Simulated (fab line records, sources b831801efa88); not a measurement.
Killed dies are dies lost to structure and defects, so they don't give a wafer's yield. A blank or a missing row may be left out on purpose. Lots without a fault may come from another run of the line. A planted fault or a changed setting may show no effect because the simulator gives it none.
fab line records | flow sky130
record lots=5 wafers=15 last_day=50
route steps=708 shown GATE_OXIDE@188 POLY_GATE@204 RES_PROTECT@206
lots that met no fault: from a run of the same line without faults
start_h: hours from the record's first day to the start of the lot's first wafer shown | wait_h: hours since the lot's step before | " the same as in the row above | L1.1+2: a row that stands for several wafers | - no value, or no start given | * or withheld: withheld | < > ~ a bound
route shown NAME@n: a module of which the file shows steps, and the number in the route of the first | usual: mean/standard deviation of fault-free wafers | same: alike in all rows | chamber/n: place in a boat | sites: the reading at each site | _std_site: their standard deviation | _edge_site: outer sites' mean less inner sites' | radius_mm: how far each site lies from the wafer's centre | mask NAME#n: copy n | behind: the tool/chamber that last shaped the wafer | hold: why the lot was held/for how many hours/how that ended | device: the transistor (n, p or np) that didn't switch | end of line: the same wafers' tests at the end of the route | a step without rows: its recipe alone | killed: dies lost to structure and defects at the first sort, not the wafer's yield | map: a wafer's dies, x killed, . not, _ none there
set.NAME: the setting as run; set.NAME@STEP: as run at that earlier step | model.NAME: the simulator's own value behind a step, which no gauge read
lots at some steps of the route; a table a step, a row a wafer
services: from which hour (start_h, from the record's first day; less than 0 if before it) a tool's chamber was out of use, for how many hours, and why
## steps
# step SKY_GATE_OXIDE_OXIDATION_01
# recipe temp_c=900 ambient=O2 stabilise_s=600 purge_s=300 target_thk_a=102.68 ox_time_s=1473
# usual ox_temp_c_max=905.3/2 tube_center_temp_C_max=902.3/0.41 zone_power_bottom_pct=27.3/0.58 zone_power_lower_pct=18.0/1.1
# same stabilise_s=600
# columns lot.wafer tool chamber start_h wait_h ox_temp_c_max tube_center_temp_C_max zone_power_bottom_pct zone_power_lower_pct
L075.1 furnace-01 0 296.47 1.2 907.1 901.9 26.6 17.3
L075.2 " 0 " " 907.2 902.7 26.5 17.4
L075.5 " 0 " " 905.7 901.9 26.7 17.3
L078.1 furnace-01 0 315.29 2.6 905.9 902.5 27.1 17.6
L078.2 " 0 " " 906.6 902.8 26.9 17.4
L078.4 " 0 " " 906.1 902.0 27.1 17.3
L088.1 furnace-01 0 398.99 1.4 904.1 901.7 26.9 17.6
L088.5 " 0 " " 906.8 902.4 26.9 17.1
L088.6 " 0 " " 905.6 902.4 26.8 17.1
L093.1 furnace-02 0 435.21 1.3 902.7 902.1 27.9 19.9
L093.3 " 0 " " 902.6 902.0 28.4 20.1
L093.4 " 0 " " 902.7 902.3 28.3 19.7
L097.2 furnace-01 0 463.36 0.9 906.0 902.3 27.5 17.6
L097.3 " 0 " " 906.3 902.3 27.3 17.9
L097.6 " 0 " " 907.1 903.5 26.9 17.6
# step SKY_GATE_OXIDE_THK_MEAS_02
# recipe reads=SiO2_of_GATE_OXIDE_OXIDATION_01
# usual GATE_OXIDE_OXIDATION_00_THK=10.33/0.25
# columns lot.wafer tool chamber start_h wait_h GATE_OXIDE_OXIDATION_00_THK[nm]
L075.1 film_metro-02 - 297.88 0.0 10.67
L075.2 " - " " 10.64
L075.5 " - " " 10.51
L078.1 film_metro-03 - 316.79 0.1 10.37
L078.2 " - " " 10.47
L078.4 " - " " 10.38
L088.1 film_metro-02 - 400.40 0.0 10.61
L088.5 " - " " 10.58
L088.6 " - " " 10.48
L093.1 film_metro-03 - 436.62 0.0 10.42
L093.3 " - " " 10.40
L093.4 " - " " 10.47
L097.2 film_metro-03 - 464.78 0.0 10.14
L097.3 " - " " 10.28
L097.6 " - " " 10.05
# step SKY_GATE_OXIDE_DEHYDRATE_03
# recipe temp_c=200 time_s=60
# same time_s=60
# columns lot.wafer tool chamber start_h wait_h
L075.1+2+5 litho_track-03 0 310.10 12.2
L078.1+2+4 litho_track-02 0 329.38 12.6
L088.1+5+6 litho_track-02 0 414.53 14.1
L093.1+3+4 litho_track-01 0 450.94 14.3
L097.2+3+6 litho_track-01 0 478.96 14.2
# step SKY_GATE_OXIDE_HMDS_04
# recipe prime_time_s=60 prime_temp_c=120
# columns lot.wafer tool chamber start_h wait_h
L075.1+2+5 litho_track-03 0 310.25 0.1
L078.1+2+4 litho_track-02 0 329.53 0.1
L088.1+5+6 litho_track-02 0 414.68 0.1
L093.1+3+4 litho_track-01 0 451.09 0.1
L097.2+3+6 litho_track-01 0 479.11 0.1
# step SKY_GATE_OXIDE_COAT_05
# recipe resist=NOVOLAK spin_rpm=3000 resist_thk_nm=1140
# columns lot.wafer tool chamber start_h wait_h
L075.1+2+5 litho_track-03 0 310.40 0.1
L078.1+2+4 litho_track-02 0 329.68 0.1
L088.1+5+6 litho_track-02 0 414.83 0.1
L093.1+3+4 litho_track-01 0 451.24 0.1
L097.2+3+6 litho_track-01 0 479.26 0.1
# step SKY_GATE_OXIDE_SOFTBAKE_06
# recipe temp_c=90 time_s=60 resist=NOVOLAK
# same time_s=60
# columns lot.wafer tool chamber start_h wait_h
L075.1+2+5 litho_track-03 0 310.55 0.1
L078.1+2+4 litho_track-02 0 329.83 0.1
L088.1+5+6 litho_track-02 0 414.98 0.1
L093.1+3+4 litho_track-01 0 451.39 0.1
L097.2+3+6 litho_track-01 0 479.41 0.1
# step SKY_GATE_OXIDE_EXPOSE_07
# recipe mask_id=LVOM na=0.6 source_shape=conventional sigma_outer=0.6 polarization=unpolarized target_cd_nm=600 dose_mj=170
# columns lot.wafer tool chamber start_h wait_h mask
L075.1+2+5 iline_stepper-01 0 - - LVOM#0
L078.1+2+4 iline_stepper-01 0 - - LVOM#0
L088.1+5+6 iline_stepper-01 0 - - LVOM#0
L093.1+3+4 iline_stepper-02 0 - - LVOM#0
L097.2+3+6 iline_stepper-01 0 - - LVOM#0
# step SKY_GATE_OXIDE_PEB_08
# recipe temp_c=withheld time_s=* resist=NOVOLAK
# same time_s=*
# columns lot.wafer tool chamber start_h wait_h
L075.1+2+5 litho_track-03 0 - -
L078.1+2+4 litho_track-02 0 - -
L088.1+5+6 litho_track-02 0 - -
L093.1+3+4 litho_track-01 0 - -
L097.2+3+6 litho_track-02 0 - -
# step SKY_GATE_OXIDE_DEVELOP_09
# recipe resist=NOVOLAK developer=TMAH develop_time_s=60 dev_temp_c=23
# columns lot.wafer tool chamber start_h wait_h
L075.1+2+5 litho_track-03 0 323.95 0.1
L078.1+2+4 litho_track-02 0 342.53 0.1
L088.1+5+6 litho_track-02 0 430.03 0.1
L093.1+3+4 litho_track-01 0 466.84 0.1
L097.2+3+6 litho_track-02 0 495.46 0.1
# step SKY_GATE_OXIDE_OVL_MEAS_10
# usual GATE_OXIDE_OVL=0.6/1.5
# columns lot.wafer tool chamber start_h wait_h GATE_OXIDE_OVL[nm]
L075.1 overlay-02 - 324.10 0.1 3.0
L075.2 " - " " 2.9
L075.5 " - " " 1.8
L078.1 overlay-02 - 342.68 0.1 3.7
L078.2 " - " " 1.1
L078.4 " - " " 3.0
L088.1 overlay-01 - 430.18 0.1 1.7
L088.5 " - " " 1.0
L088.6 " - " " -0.5
L093.1 overlay-02 - 466.99 0.1 -0.3
L093.3 " - " " -1.1
L093.4 " - " " -0.7
L097.2 overlay-01 - 495.59 0.1 -1.3
L097.3 " - " " 0.6
L097.6 " - " " 0.3
# step SKY_GATE_OXIDE_IMPLANT_11
# recipe species=B energy_kev=10 dose_cm2=2.6e+12 tilt_deg=withheld
# columns lot.wafer tool chamber start_h wait_h
L075.1+2+5 implanter-01 0 324.13 0.0
L078.1+2+4 implanter-03 0 342.72 0.0
L088.1+5+6 implanter-03 0 430.22 0.0
L093.1+3+4 implanter-03 0 467.02 0.0
L097.2+3+6 implanter-01 0 495.64 0.0
# step SKY_GATE_OXIDE_WET_ETCH_12
# recipe chemistry=dHF target_depth_nm=16.8 dry=n2_spin target=SiO2 dilution=100:1 temp_c=25 time_s=336
# same time_s=336
# columns lot.wafer tool chamber start_h wait_h
L075.1+2+5 wet_bench-03 3 324.28 0.1
L078.1+2+4 wet_bench-04 2 342.87 0.1
L088.1+5+6 wet_bench-03 1 430.37 0.1
L093.1+3+4 wet_bench-01 1 467.17 0.1
L097.2+3+6 wet_bench-01 3 495.77 0.1
# step SKY_GATE_OXIDE_STRIP_13
# recipe chemistry=O2/N2 power_w=1400 pressure_mtorr=1500 platen_temp_c=withheld o2_flow_sccm=3000 n2_flow_sccm=300 overash_fraction=0.5
# usual drypump_motor_current_A=5.93/0.17 oes_product_au=0.716/0.0041 strip_time_to_endpoint_s=14.20/0.039
# columns lot.wafer tool chamber start_h wait_h drypump_motor_current_A oes_product_au rf_hours_counter_h strip_time_to_endpoint_s
L075.1 plasma_asher-01 1 324.39 0.0 6.22 0.724 62 14.28
L075.2 " 0 " " 5.91 0.722 62 14.24
L075.5 " 1 " " 6.23 0.717 - 14.22
L078.1 plasma_asher-04 0 342.98 0.0 5.76 0.720 53 14.21
L078.2 " 1 " " 6.04 0.723 53 14.23
L078.4 " 1 " " 6.05 0.708 - 14.19
L088.1 plasma_asher-01 0 430.50 0.0 5.93 0.712 0 14.18
L088.5 " 0 " " 5.91 0.714 - 14.19
L088.6 " 1 " " 6.20 0.723 - 14.18
L093.1 plasma_asher-04 1 467.28 0.0 6.04 0.712 63 14.22
L093.3 " 1 " " 6.07 0.712 - 14.22
L093.4 " 0 " " 5.76 0.718 - 14.20
L097.2 plasma_asher-02 0 495.87 0.0 5.82 0.716 35 14.16
L097.3 " 1 " " 5.77 0.713 - 14.12
L097.6 " 1 " " 5.78 0.713 - 14.09
# step SKY_GATE_OXIDE_TW_MEAS_14
# usual GATE_OXIDE_TW=223.8/1.6
# columns lot.wafer tool chamber start_h wait_h GATE_OXIDE_TW
L075.1 film_metro-02 - 324.49 0.1 221.5
L075.2 " - " " 221.9
L075.5 " - " " 222.0
L078.1 film_metro-02 - 343.08 0.1 222.5
L078.2 " - " " 221.6
L078.4 " - " " 222.6
L088.1 film_metro-03 - 430.60 0.1 225.4
L088.5 " - " " 225.4
L088.6 " - " " 225.3
L093.1 film_metro-03 - 467.38 0.1 225.0
L093.3 " - " " 225.1
L093.4 " - " " 224.3
L097.2 film_metro-02 - 495.98 0.1 222.2
L097.3 " - " " 222.9
L097.6 " - " " 222.2
# step SKY_GATE_OXIDE_CLEAN_15
# recipe chemistry=SC1/SC2 mix=1:4:20 temp_c=70 time_s=150 dry=n2_spin
# usual bath_guard_temp_C=69.9/0.55
# same time_s=150
# columns lot.wafer tool chamber start_h wait_h bath_guard_temp_C
L075.1 wet_bench-04 1 324.55 0.1 70.5
L075.2 " 1 " " 71.0
L075.5 " 1 " " 70.8
L078.1 wet_bench-01 0 343.14 0.1 69.0
L078.2 " 0 " " 69.1
L078.4 " 0 " " 69.4
L088.1 wet_bench-04 2 430.66 0.1 69.8
L088.5 " 2 " " 69.6
L088.6 " 2 " " 69.4
L093.1 wet_bench-03 2 467.44 0.1 69.1
L093.3 " 2 " " 69.3
L093.4 " 2 " " 69.4
L097.2 wet_bench-03 2 496.03 0.0 69.1
L097.3 " 2 " " 69.0
L097.6 " 2 " " 69.2
# step SKY_GATE_OXIDE_OXIDATION_16
# recipe temp_c=800 ambient=O2 idle_temp_c=700 ramp_up_c_per_min=10 ramp_down_c_per_min=3 stabilise_s=600 purge_s=300 target_thk_a=35.7 ox_time_s=1915
# usual ox_temp_c_max=803.7/1.9 tube_center_temp_C_max=802.1/0.35 zone_power_bottom_pct=21.6/0.52 zone_power_lower_pct=14.6/0.99
# same stabilise_s=600
# columns lot.wafer tool chamber start_h wait_h ox_temp_c_max tube_center_temp_C_max zone_power_bottom_pct zone_power_lower_pct
L075.1 furnace-01 0 327.52 2.9 804.5 802.1 21.0 13.7
L075.2 " 0 " " 804.7 802.1 20.8 13.7
L075.5 " 0 " " 806.1 802.0 21.2 13.6
L078.1 furnace-02 0 343.41 0.2 802.3 802.3 21.5 15.3
L078.2 " 0 " " 801.8 802.0 22.2 15.7
L078.4 " 0 " " 802.7 801.8 21.8 15.2
L088.1 furnace-02 0 432.29 1.6 801.3 802.6 21.9 15.5
L088.5 " 0 " " 801.8 802.1 22.0 15.7
L088.6 " 0 " " 802.5 801.8 22.3 15.7
L093.1 furnace-02 0 467.49 0.0 801.2 802.8 22.3 15.6
L093.3 " 0 " " 802.3 802.3 22.1 15.5
L093.4 " 0 " " 802.0 801.6 22.2 15.5
L097.2 furnace-02 0 496.08 0.0 802.3 801.6 22.3 15.4
L097.3 " 0 " " 802.1 801.9 22.1 15.5
L097.6 " 0 " " 802.1 801.7 22.0 15.7
# step SKY_POLY_GATE_CVD_00
# recipe material=poly-Si target_thk_nm=180 temp_c=620 time_s=720 pressure_mtorr=200
# usual pressure_mtorr=200.0/0.38 zone_power_bottom_pct=12.9/0.85 zone_power_lower_pct=8.48/0.087
# same time_s=720
# columns lot.wafer tool chamber start_h wait_h pressure_mtorr zone_power_bottom_pct zone_power_lower_pct
L075.1 lpcvd-01 0 329.05 0.0 200.3 12.4 8.49
L075.2 " 0 " " 199.9 12.4 8.55
L075.5 " 0 " " 200.3 12.5 8.33
L078.1 lpcvd-01 0 345.90 1.0 199.5 12.7 8.58
L078.2 " 0 " " 200.0 12.6 8.42
L078.4 " 0 " " 199.4 12.6 8.52
L088.1 lpcvd-01 0 433.82 0.0 200.1 12.3 8.29
L088.5 " 0 " " 200.0 12.2 8.53
L088.6 " 0 " " 199.9 12.3 8.44
L093.1 lpcvd-01 0 469.02 0.0 199.9 12.1 8.43
L093.3 " 0 " " 200.5 12.4 8.37
L093.4 " 0 " " 200.0 12.3 8.56
L097.2 lpcvd-01 0 497.61 0.0 200.1 12.2 8.38
L097.3 " 0 " " 200.0 12.4 8.31
L097.6 " 0 " " 200.3 12.3 8.50
# step SKY_POLY_GATE_THK_MEAS_01
# recipe reads=poly-Si_of_POLY_GATE_CVD_00
# usual POLY_GATE_CVD_00_THK=179.3/1.8
# columns lot.wafer tool chamber start_h wait_h POLY_GATE_CVD_00_THK[nm]
L075.1 film_metro-01 - 330.25 0.0 178.2
L075.2 " - " " 178.9
L075.5 " - " " 178.1
L078.1 film_metro-03 - 347.10 0.0 180.2
L078.2 " - " " 180.1
L078.4 " - " " 177.7
L088.1 film_metro-01 - 435.02 0.0 181.3
L088.5 " - " " 181.2
L088.6 " - " " 181.6
L093.1 film_metro-03 - 470.22 0.0 177.9
L093.3 " - " " 178.2
L093.4 " - " " 178.5
L097.2 film_metro-01 - 498.82 0.0 178.0
L097.3 " - " " 177.4
L097.6 " - " " 177.7
# step SKY_RES_PROTECT_DEHYDRATE_00
# recipe temp_c=200 time_s=60
# same time_s=60
# columns lot.wafer tool chamber start_h wait_h
L075.1+2+5 litho_track-03 0 342.45 12.2
L078.1+2+4 litho_track-04 0 360.66 13.5
L088.1+5+6 litho_track-03 0 449.65 14.6
L093.1+3+4 litho_track-03 0 484.80 14.6
L097.2+3+6 litho_track-02 0 513.16 14.3
# step SKY_RES_PROTECT_HMDS_01
# recipe prime_time_s=60 prime_temp_c=120
# columns lot.wafer tool chamber start_h wait_h
L075.1+2+5 litho_track-03 0 342.60 0.1
L078.1+2+4 litho_track-04 0 360.81 0.1
L088.1+5+6 litho_track-03 0 449.80 0.1
L093.1+3+4 litho_track-03 0 484.95 0.1
L097.2+3+6 litho_track-02 0 513.31 0.1
# step SKY_RES_PROTECT_COAT_02
# recipe resist=NOVOLAK spin_rpm=3000 resist_thk_nm=1140
# columns lot.wafer tool chamber start_h wait_h
L075.1+2+5 litho_track-03 0 342.75 0.1
L078.1+2+4 litho_track-04 0 360.96 0.1
L088.1+5+6 litho_track-03 0 449.95 0.1
L093.1+3+4 litho_track-03 0 485.10 0.1
L097.2+3+6 litho_track-02 0 513.46 0.1
# step SKY_RES_PROTECT_SOFTBAKE_03
# recipe temp_c=90 time_s=60 resist=NOVOLAK
# same time_s=60
# columns lot.wafer tool chamber start_h wait_h
L075.1+2+5 litho_track-03 0 342.90 0.1
L078.1+2+4 litho_track-04 0 361.11 0.1
L088.1+5+6 litho_track-03 0 450.10 0.1
L093.1+3+4 litho_track-03 0 485.25 0.1
L097.2+3+6 litho_track-02 0 513.61 0.1
# step SKY_RES_PROTECT_EXPOSE_04
# recipe mask_id=RPM na=0.6 source_shape=conventional sigma_outer=0.6 polarization=unpolarized target_cd_nm=1270 dose_mj=131
# columns lot.wafer tool chamber start_h wait_h mask
L075.1+2+5 iline_stepper-01 0 - - RPM#0
L078.1+2+4 iline_stepper-02 0 - - RPM#0
L088.1+5+6 iline_stepper-02 0 - - RPM#0
L093.1+3+4 iline_stepper-02 0 - - RPM#0
L097.2+3+6 iline_stepper-02 0 - - RPM#0
# step SKY_RES_PROTECT_PEB_05
# recipe temp_c=withheld time_s=* resist=NOVOLAK
# same time_s=*
# columns lot.wafer tool chamber start_h wait_h
L075.1+2+5 litho_track-03 0 - -
L078.1+2+4 litho_track-03 0 - -
L088.1+5+6 litho_track-03 0 - -
L093.1+3+4 litho_track-02 0 - -
L097.2+3+6 litho_track-04 0 - -
# step SKY_RES_PROTECT_DEVELOP_06
# recipe resist=NOVOLAK developer=TMAH develop_time_s=60 dev_temp_c=23
# columns lot.wafer tool chamber start_h wait_h
L075.1+2+5 litho_track-03 0 356.90 0.1
L078.1+2+4 litho_track-03 0 374.30 0.1
L088.1+5+6 litho_track-03 0 465.55 0.1
L093.1+3+4 litho_track-02 0 500.58 0.1
L097.2+3+6 litho_track-04 0 528.73 0.1
# step SKY_POLY_GATE_IMPLANT_02
# recipe species=P energy_kev=30 dose_cm2=7.7e+15 tilt_deg=0
# columns lot.wafer tool chamber start_h wait_h
L075.1+2+5 implanter-04 0 357.05 0.1
L078.1+2+4 implanter-03 0 374.45 0.1
L088.1+5+6 implanter-03 0 465.70 0.1
L093.1+3+4 implanter-03 0 500.73 0.1
L097.2+3+6 implanter-02 0 528.88 0.1
# step SKY_RES_PROTECT_STRIP_07
# recipe chemistry=O2/N2 power_w=1400 pressure_mtorr=1500 platen_temp_c=withheld o2_flow_sccm=3000 n2_flow_sccm=300 overash_fraction=0.5
# usual drypump_motor_current_A=5.80/0.24 oes_product_au=0.516/0.0052 strip_time_to_endpoint_s=23.32/0.041
# columns lot.wafer tool chamber start_h wait_h drypump_motor_current_A oes_product_au rf_hours_counter_h strip_time_to_endpoint_s
L075.1 plasma_asher-04 1 357.20 0.1 6.07 0.514 54 23.36
L075.2 " 0 " " 5.74 0.515 54 23.32
L075.5 " 0 " " 5.74 0.517 - 23.35
L078.1 plasma_asher-02 1 374.60 0.1 5.77 0.517 24 23.31
L078.2 " 0 " " 5.81 0.517 24 23.24
L078.4 " 0 " " 5.83 0.512 - 23.24
L088.1 plasma_asher-03 0 465.85 0.1 6.07 0.519 82 23.30
L088.5 " 1 " " 5.33 0.520 - 23.37
L088.6 " 0 " " 6.05 0.511 - 23.32
L093.1 plasma_asher-04 0 500.88 0.1 5.76 0.523 66 23.24
L093.3 " 0 " " 5.77 0.511 - 23.29
L093.4 " 1 " " 6.04 0.522 - 23.25
L097.2 plasma_asher-03 0 529.01 0.1 6.07 0.512 89 23.31
L097.3 " 0 " " 6.05 0.513 - 23.29
L097.6 " 1 " " 5.32 0.514 - 23.29
# step SKY_RES_PROTECT_TW_MEAS_08
# usual POLY_GATE_TW=4033/29
# columns lot.wafer tool chamber start_h wait_h POLY_GATE_TW
L075.1 film_metro-01 - 357.30 0.1 4062
L075.2 " - " " 4037
L075.5 " - " " 4028
L078.1 film_metro-03 - 374.70 0.1 4044
L078.2 " - " " 4059
L078.4 " - " " 4032
L088.1 film_metro-03 - 465.95 0.1 4077
L088.5 " - " " 4062
L088.6 " - " " 4059
L093.1 film_metro-02 - 500.98 0.1 4040
L093.3 " - " " 4006
L093.4 " - " " 4026
L097.2 film_metro-02 - 529.12 0.1 4021
L097.3 " - " " 3992
L097.6 " - " " 3996
# step SKY_RES_PROTECT_CLEAN_09
# recipe chemistry=SC1/SC2 mix=1:4:20 temp_c=70 time_s=150 dry=n2_spin
# usual bath_guard_temp_C=70.0/0.53
# same time_s=150
# columns lot.wafer tool chamber start_h wait_h bath_guard_temp_C
L075.1 wet_bench-03 3 357.36 0.1 70.1
L075.2 " 3 " " 70.1
L075.5 " 3 " " 70.1
L078.1 wet_bench-03 0 374.76 0.1 70.1
L078.2 " 0 " " 70.0
L078.4 " 0 " " 69.7
L088.1 wet_bench-04 1 466.01 0.1 70.5
L088.5 " 1 " " 70.8
L088.6 " 1 " " 70.5
L093.1 wet_bench-04 3 501.04 0.1 70.2
L093.3 " 3 " " 70.5
L093.4 " 3 " " 70.8
L097.2 wet_bench-03 1 529.17 0.0 69.9
L097.3 " 1 " " 69.5
L097.6 " 1 " " 70.2
# step SKY_POLY_GATE_CVD_03
# recipe material=Si3N4 precursor=DCS/NH3 target_thk_nm=75 temp_c=770 time_s=1290 pressure_mtorr=250
# usual pressure_mtorr=249.9/0.58 zone_power_bottom_pct=19.1/1.1 zone_power_lower_pct=12.1/1.1
# same time_s=1290
# columns lot.wafer tool chamber start_h wait_h pressure_mtorr zone_power_bottom_pct zone_power_lower_pct
L075.1 lpcvd-02 1 358.47 1.1 250.8 20.3 11.3
L075.2 " 1 " " 251.4 20.4 11.2
L075.5 " 1 " " 250.5 19.7 11.2
L078.1 lpcvd-02 0 376.12 1.3 250.0 17.6 13.4
L078.2 " 0 " " 250.2 17.8 13.6
L078.4 " 0 " " 249.0 17.8 13.5
L088.1 lpcvd-02 1 466.06 0.0 249.8 20.2 11.2
L088.5 " 1 " " 249.0 19.9 11.0
L088.6 " 1 " " 250.1 20.3 11.3
L093.1 lpcvd-02 1 501.10 0.0 249.9 19.9 11.1
L093.3 " 1 " " 250.1 20.0 11.1
L093.4 " 1 " " 250.9 20.0 11.1
L097.2 lpcvd-02 1 529.22 0.0 250.3 20.3 11.1
L097.3 " 1 " " 250.1 19.8 11.1
L097.6 " 1 " " 250.5 20.0 10.8
# step SKY_POLY_GATE_THK_MEAS_04
# recipe reads=Si3N4_of_POLY_GATE_CVD_03
# usual POLY_GATE_CVD_03_THK=75.1/0.63
# columns lot.wafer tool chamber start_h wait_h POLY_GATE_CVD_03_THK[nm]
L075.1 film_metro-03 - 359.82 0.0 74.4
L075.2 " - " " 74.3
L075.5 " - " " 74.4
L078.1 film_metro-03 - 377.48 0.0 74.5
L078.2 " - " " 73.9
L078.4 " - " " 75.2
L088.1 film_metro-01 - 467.42 0.0 74.6
L088.5 " - " " 73.9
L088.6 " - " " 74.2
L093.1 film_metro-01 - 502.46 0.0 74.3
L093.3 " - " " 74.5
L093.4 " - " " 75.2
L097.2 film_metro-03 - 530.60 0.0 75.2
L097.3 " - " " 74.9
L097.6 " - " " 75.2
# step SKY_POLY_GATE_DEHYDRATE_05
# recipe temp_c=200 time_s=60
# same time_s=60
# columns lot.wafer tool chamber start_h wait_h
L075.1+2+5 litho_track-02 0 372.58 12.8
L078.1+2+4 litho_track-02 0 390.73 13.2
L088.1+5+6 litho_track-01 0 482.34 14.9
L093.1+3+4 litho_track-04 0 517.16 14.7
L097.2+3+6 litho_track-02 0 544.36 13.8
# step SKY_POLY_GATE_HMDS_06
# recipe prime_time_s=60 prime_temp_c=120
# columns lot.wafer tool chamber start_h wait_h
L075.1+2+5 litho_track-02 0 372.73 0.1
L078.1+2+4 litho_track-02 0 390.88 0.1
L088.1+5+6 litho_track-01 0 482.49 0.1
L093.1+3+4 litho_track-04 0 517.31 0.1
L097.2+3+6 litho_track-02 0 544.51 0.1
# step SKY_POLY_GATE_COAT_07
# recipe resist=BARC temp_c=withheld time_s=withheld spin_rpm=3000 resist_thk_nm=110
# columns lot.wafer tool chamber start_h wait_h
L075.1+2+5 litho_track-02 0 372.88 0.1
L078.1+2+4 litho_track-02 0 391.03 0.1
L088.1+5+6 litho_track-01 0 482.64 0.1
L093.1+3+4 litho_track-04 0 517.46 0.1
L097.2+3+6 litho_track-02 0 544.66 0.1
# step SKY_POLY_GATE_COAT_08
# recipe resist=KrF-thick spin_rpm=3000 resist_thk_nm=450
# columns lot.wafer tool chamber start_h wait_h
L075.1+2+5 litho_track-02 0 - -
L078.1+2+4 litho_track-02 0 - -
L088.1+5+6 litho_track-01 0 - -
L093.1+3+4 litho_track-04 0 - -
L097.2+3+6 litho_track-02 0 - -
# step SKY_POLY_GATE_SOFTBAKE_09
# recipe temp_c=100 time_s=90 resist=KrF-thick
# same time_s=90
# columns lot.wafer tool chamber start_h wait_h
L075.1+2+5 litho_track-02 0 - -
L078.1+2+4 litho_track-02 0 - -
L088.1+5+6 litho_track-01 0 - -
L093.1+3+4 litho_track-04 0 - -
L097.2+3+6 litho_track-02 0 - -
# step SKY_POLY_GATE_EXPOSE_10
# recipe mask_id=P1M na=0.68 source_shape=conventional sigma_outer=0.6 target_cd_nm=150 dose_mj=28
# columns lot.wafer tool chamber start_h wait_h mask
L075.1+2+5 krf_scanner-02 0 - - P1M#0
L078.1+2+4 krf_scanner-02 0 - - P1M#0
L088.1+5+6 krf_scanner-02 0 - - P1M#0
L093.1+3+4 krf_scanner-01 0 - - P1M#0
L097.2+3+6 krf_scanner-01 0 - - P1M#0
# step SKY_POLY_GATE_PEB_11
# recipe peb_temp_c=withheld peb_time_s=withheld resist=KrF-thick
# columns lot.wafer tool chamber start_h wait_h
L075.1+2+5 litho_track-02 0 - -
L078.1+2+4 litho_track-02 0 - -
L088.1+5+6 litho_track-04 0 - -
L093.1+3+4 litho_track-02 0 - -
L097.2+3+6 litho_track-02 0 - -
# step SKY_POLY_GATE_DEVELOP_12
# recipe develop_time_s=60 resist=KrF-thick dev_temp_c=21
# columns lot.wafer tool chamber start_h wait_h
L075.1+2+5 litho_track-02 0 - -
L078.1+2+4 litho_track-02 0 - -
L088.1+5+6 litho_track-04 0 - -
L093.1+3+4 litho_track-02 0 - -
L097.2+3+6 litho_track-02 0 - -
# step SKY_POLY_GATE_CD_MEAS_13
# recipe target_cd_nm=150
# usual cd_nm=149.7/1.2
# columns lot.wafer tool chamber start_h wait_h cd_nm
L075.1 cd_sem-02 - 387.38 - 148.3
L075.2 " - " " 148.2
L075.5 " - " " 148.8
L078.1 cd_sem-02 - 405.08 - 149.5
L078.2 " - " " 150.7
L078.4 " - " " 149.2
L088.1 cd_sem-01 - 497.96 - 148.8
L088.5 " - " " 149.1
L088.6 " - " " 151.1
L093.1 cd_sem-02 - 533.43 - 149.2
L093.3 " - " " 150.7
L093.4 " - " " 150.7
L097.2 cd_sem-02 - 560.15 - 149.5
L097.3 " - " " 149.2
L097.6 " - " " 148.4
# step SKY_POLY_GATE_OVL_MEAS_14
# usual POLY_GATE_OVL=1/5.9
# columns lot.wafer tool chamber start_h wait_h POLY_GATE_OVL[nm]
L075.1 overlay-02 - 387.50 0.1 -12
L075.2 " - " " -7
L075.5 " - " " -14
L078.1 overlay-02 - 405.20 0.1 -6
L078.2 " - " " 0
L078.4 " - " " -4
L088.1 overlay-02 - 498.08 0.1 9
L088.5 " - " " 0
L088.6 " - " " 5
L093.1 overlay-02 - 533.55 0.1 -4
L093.3 " - " " 0
L093.4 " - " " 7
L097.2 overlay-01 - 560.26 0.1 -3
L097.3 " - " " 5
L097.6 " - " " -2
# step SKY_POLY_GATE_ETCH_15
# recipe chemistry=N2/H2 target=BARC ion_energy_ev=200 source_w=500 bias_w=100 pressure_mtorr=30 n2_flow_sccm=100 h2_flow_sccm=200 stop_on=SiO2 time_s=118.5 target_depth_a=1100
# usual drypump_motor_current_A=5.8/0.34 oes_product_au=0.717/0.0051 throttle_valve_pct=13.211/0.0086
# same time_s=118.5
# columns lot.wafer tool chamber start_h wait_h drypump_motor_current_A oes_product_au rf_hours_counter_h throttle_valve_pct
L075.1 rie_diel-02 2 387.54 0.0 5.4 0.714 7 13.218
L075.2 " 3 " " 6.1 0.718 10 13.218
L075.5 " 0 " " 6.0 0.711 - 13.199
L078.1 rie_diel-02 1 405.24 0.0 5.9 0.718 37 13.220
L078.2 " 3 " " 6.1 0.720 10 13.215
L078.4 " 0 " " 6.0 0.714 95 13.220
L088.1 rie_diel-02 3 498.11 0.0 6.1 0.706 12 13.204
L088.5 " 1 " " 5.9 0.722 - 13.213
L088.6 " 2 " " 5.4 0.710 - 13.220
L093.1 rie_diel-01 0 533.59 0.0 6.0 0.721 84 13.212
L093.3 " 3 " " 5.9 0.703 1 13.218
L093.4 " 3 " " 5.9 0.721 - 13.211
L097.2 rie_diel-01 3 560.29 0.0 5.9 0.714 2 13.216
L097.3 " 2 " " 5.7 0.722 34 13.201
L097.6 " 3 " " 5.9 0.713 - 13.208
## services
# columns tool chamber start_h hours kind
implanter-03 - 293.26 2.1 repair
lpcvd-01 - 303.97 0.5 repair
iline_stepper-02 - 306.41 1.7 pm
implanter-03 - 312.08 1.9 repair
furnace-02 - 314.87 4.0 pm
furnace-01 - 319.61 3.4 pm
lpcvd-01 - 323.32 0.9 repair
lpcvd-01 - 340.86 1.3 repair
iline_stepper-02 - 352.77 2.1 pm
implanter-03 - 390.70 5.9 pm
iline_stepper-01 - 395.66 4.4 pm
lpcvd-02 - 414.57 6.1 pm
furnace-02 - 422.73 6.5 repair
iline_stepper-02 - 431.73 8.0 repair
implanter-03 - 438.54 6.0 repair
lpcvd-02 - 441.17 6.0 pm
furnace-01 - 453.60 2.7 pm
implanter-03 - 468.41 25.0 pm
furnace-01 - 484.80 2.9 pm
furnace-02 - 489.48 3.0 pm
iline_stepper-01 - 489.55 1.7 pm
iline_stepper-02 - 499.26 1.0 repair
iline_stepper-02 - 524.59 1.7 pm
wet_bench-03 - 532.95 2.0 repair
## key
fault none
